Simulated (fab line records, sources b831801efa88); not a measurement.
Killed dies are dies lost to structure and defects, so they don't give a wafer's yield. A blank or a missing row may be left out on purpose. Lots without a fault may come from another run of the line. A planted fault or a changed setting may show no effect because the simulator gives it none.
One fault seen from 2 desks | flow sky130 | each desk has only its own numbers; what lay behind them comes last

THE METROLOGY DESK
What the gauges read, lot by lot, whatever tool the lot ran on: means of the sampled wafers that have a number. A lot is out of limits, marked OUT, if its mean lies more than 4 standard deviations from the usual mean; the brackets give that distance.
Columns: A = METAL5_ALCU_RS at SKY_METAL5_RS_MEAS_05, usual 0.0271 ohm/sq; B = METAL5_ALCU_THK at SKY_METAL5_THK_MEAS_06, usual 1151 nm
lot  | first seen here | A      | B
L944 | day 44 05:52    | 0.0269 | 1152
L946 | day 44 13:32    | 0.0268 | 1162
L949 | day 45 23:08    | 0.0272 | 1154
L951 | day 46 02:53    | 0.0274 | 1132
L959 | day 47 18:28    | 0.0272 | 1146
L960 | day 48 01:47    | 0.0270 | 1157
This desk's finding: nothing out of limits on any of the 6 lots.

THE TOOL OWNER'S DESK: litho_track-03
The tool's own readings at SKY_METAL5_DEVELOP_13 (develop time 60 s): means of the sampled wafers that have a number, for each lot that ran on this tool. A lot is out of limits, marked OUT, if its mean lies more than 4 standard deviations from the usual mean; the brackets give that distance.
Columns: A = developer_temp_C at SKY_METAL5_DEVELOP_13, usual 23.04 C
lot  | first seen here | A
L944 | day 45 03:40    | 23.05
L946 | day 45 10:56    | 23.13
L959 | day 48 13:55    | 23.09
This desk's finding: nothing out of limits on any of the 3 lots.

PUT TOGETHER
The metrology desk saw nothing out of limits.
The tool owner's desk saw nothing out of limits.

WHAT THE SIMULATOR HAD PUT IN
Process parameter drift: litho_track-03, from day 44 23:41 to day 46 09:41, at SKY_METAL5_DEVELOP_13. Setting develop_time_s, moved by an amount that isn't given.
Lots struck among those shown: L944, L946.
